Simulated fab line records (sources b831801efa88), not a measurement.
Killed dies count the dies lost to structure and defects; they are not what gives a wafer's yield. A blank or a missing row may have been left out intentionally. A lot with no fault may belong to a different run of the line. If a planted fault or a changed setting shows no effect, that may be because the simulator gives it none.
Struck lot and sound lot, side by side	flow gf180mcu	43 steps out of a route of 602
Sound: the wafers L134.3, L134.5, L134.6. The struck wafers were L152.2, L152.4, L152.5. At the end, the cause is stated.
At each step with rows: each side's tool, then ch and its chambers, then its first start. Under that, the readings that differ: sound wafers	struck wafers	difference of the means	sigmas: that difference in standard deviations of wafers without a fault.
alike: words and numbers the same on both sides, and readings whose means are apart by under 2 such deviations; not compared: readings that were withheld, readings missing a value for some wafer, numbers with overlapping values and no deviation given by the record, and bounds like >300 which may hide the same value.
Wherever a step has rows on one side only, a row that says differs or no value, or a row with sigmas, the two part there. Non-overlapping numbers with no deviation appear without sigmas and do not part them. A reading missing from all wafers of one side parts the sides only when that side holds two or more wafers.

first, 2 steps without rows for these wafers: GF_DNWELL_DEVELOP_06 (develop time 60 s); GF_DNWELL_IMPLANT_07.
GF_DNWELL_STRIP_08: strips in O2/N2.
  sound on plasma_asher-03 ch 0,1, day 3 11:17; struck on plasma_asher-03 ch 0,1, day 7 10:21
  alike: drypump_motor_current_A, heater_power_w, oes_product_au, platen_temp_c, strip_time_to_endpoint_s
  not compared: rf_hours_counter_h
GF_DNWELL_TW_MEAS_09:
  struck on film_metro-01, day 7 10:28; sound on film_metro-01, day 3 11:22
  alike: DNWELL_TW
then, 7 steps without rows for these wafers: GF_NWELL_DEHYDRATE_00 (time 60 s); GF_NWELL_HMDS_01 (prime time 60 s); GF_NWELL_COAT_02 (resist thk 3000 nm); GF_NWELL_SOFTBAKE_03; GF_NWELL_EXPOSE_04 (exposes mask Nwell, target cd 860 nm); GF_NWELL_PEB_05; GF_NWELL_DEVELOP_06 (develop time 60 s).
GF_NWELL_OVL_MEAS_07:
  struck on overlay-02, day 8 02:58; sound on overlay-01, day 3 23:29
  alike: NWELL_OVL
GF_NWELL_IMPLANT_08:
  sound on implanter-03 ch 0, day 3 23:33; struck on implanter-01 ch 0, day 8 03:01
reading	sound	struck	difference	sigmas
dose_ions_cm2	1.5009e+13 1.4982e+13 1.5026e+13	2.1458e+13 2.1446e+13 2.1444e+13	+6.4437e+12	+99 or more
faraday_current_uA	84.5 85.3 84.0	123.3 120.6 121.5	+37.2	+22
  alike: end_station_pressure_torr
next, for these wafers, 1 step has no rows: GF_NWELL_IMPLANT_09.
GF_NWELL_STRIP_10: strips in O2/N2.
  sound on plasma_asher-02 ch 0,1, day 3 23:50; struck on plasma_asher-02 ch 0,1, day 8 03:18
  alike: drypump_motor_current_A, heater_power_w, oes_product_au, platen_temp_c, strip_time_to_endpoint_s
  not compared: rf_hours_counter_h
GF_NWELL_TW_MEAS_11:
  struck on film_metro-02, day 8 03:41; sound on film_metro-02, day 3 23:55
reading	sound	struck	difference	sigmas
NWELL_TW	1583 1593 1588	1749 1748 1745	+159	+14
  not compared: hold
then, 6 steps without rows for these wafers: GF_LVPWELL_HMDS_01 (prime time 60 s); GF_LVPWELL_COAT_02 (resist thk 3000 nm); GF_LVPWELL_SOFTBAKE_03; GF_LVPWELL_EXPOSE_04 (exposes mask LVPWELL, target cd 600 nm); GF_LVPWELL_PEB_05; GF_LVPWELL_DEVELOP_06 (develop time 60 s).
GF_LVPWELL_OVL_MEAS_07:
  struck on overlay-02, day 8 19:40; sound on overlay-01, day 4 13:22
  alike: LVPWELL_OVL
then, 2 steps without rows for these wafers: GF_LVPWELL_IMPLANT_08; GF_LVPWELL_IMPLANT_09.
GF_LVPWELL_STRIP_10: strips in O2/N2.
  sound on plasma_asher-04 ch 0,1, day 4 13:44; struck on plasma_asher-03 ch 0,1, day 8 19:59
reading	sound	struck	difference	sigmas
platen_temp_c (C)	250.37 250.17 250.19	249.77 249.90 249.99	-0.36	-2
  alike: drypump_motor_current_A, heater_power_w, oes_product_au, strip_time_to_endpoint_s
  not compared: rf_hours_counter_h
GF_LVPWELL_TW_MEAS_11:
  struck on film_metro-04, day 8 20:06; sound on film_metro-02, day 4 13:52
  alike: LVPWELL_TW
then, 7 steps without rows for these wafers: GF_MVSD_DEHYDRATE_00 (time 60 s); GF_MVSD_HMDS_01 (prime time 60 s); GF_MVSD_COAT_02 (resist thk 3000 nm); GF_MVSD_SOFTBAKE_03; GF_MVSD_EXPOSE_04 (exposes mask MVSD, target cd 1000 nm); GF_MVSD_PEB_05; GF_MVSD_DEVELOP_06 (develop time 60 s).
GF_MVSD_OVL_MEAS_07:
  struck on overlay-02, day 9 13:01; sound on overlay-01, day 5 04:15
  alike: MVSD_OVL
then, 2 steps without rows for these wafers: GF_MVSD_IMPLANT_08; GF_MVSD_IMPLANT_09.
GF_MVSD_STRIP_10: strips in O2/N2.
  sound on plasma_asher-04 ch 0,1, day 5 04:36; struck on plasma_asher-02 ch 1, day 9 13:21
  alike: drypump_motor_current_A, heater_power_w, oes_product_au, platen_temp_c, strip_time_to_endpoint_s
  not compared: rf_hours_counter_h
GF_MVSD_TW_MEAS_11:
  struck on film_metro-04, day 9 13:28; sound on film_metro-03, day 5 04:41
  alike: MVSD_TW
then, 2 steps without rows for these wafers: GF_MVPSD_DEHYDRATE_00 (time 60 s); GF_MVPSD_HMDS_01 (prime time 60 s).
-- the record jumps here: 4 days lie between the struck wafers' starts before and after --
GF_VT_IMPLANT_RS_MEAS_47: a four-point-probe measurement.
  struck on film_metro-02, day 13 10:26; sound on film_metro-02, day 8 10:59
reading	sound	struck	difference	sigmas
NWELL_RS (ohm/sq)	485.7 487.1 486.9	405.4 404.7 405.0	-81.5	-68
  not compared: hold
next, for these wafers, 1 step has no rows: GF_PASSIVATION_PROBE_99.

## WHERE THEY PART
Earliest at GF_NWELL_IMPLANT_08; latest, in this record, at GF_VT_IMPLANT_RS_MEAS_47.

WHY: what the simulator had put in
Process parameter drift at GF_NWELL_IMPLANT_08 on implanter-01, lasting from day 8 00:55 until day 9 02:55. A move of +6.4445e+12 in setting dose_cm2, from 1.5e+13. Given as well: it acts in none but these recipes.
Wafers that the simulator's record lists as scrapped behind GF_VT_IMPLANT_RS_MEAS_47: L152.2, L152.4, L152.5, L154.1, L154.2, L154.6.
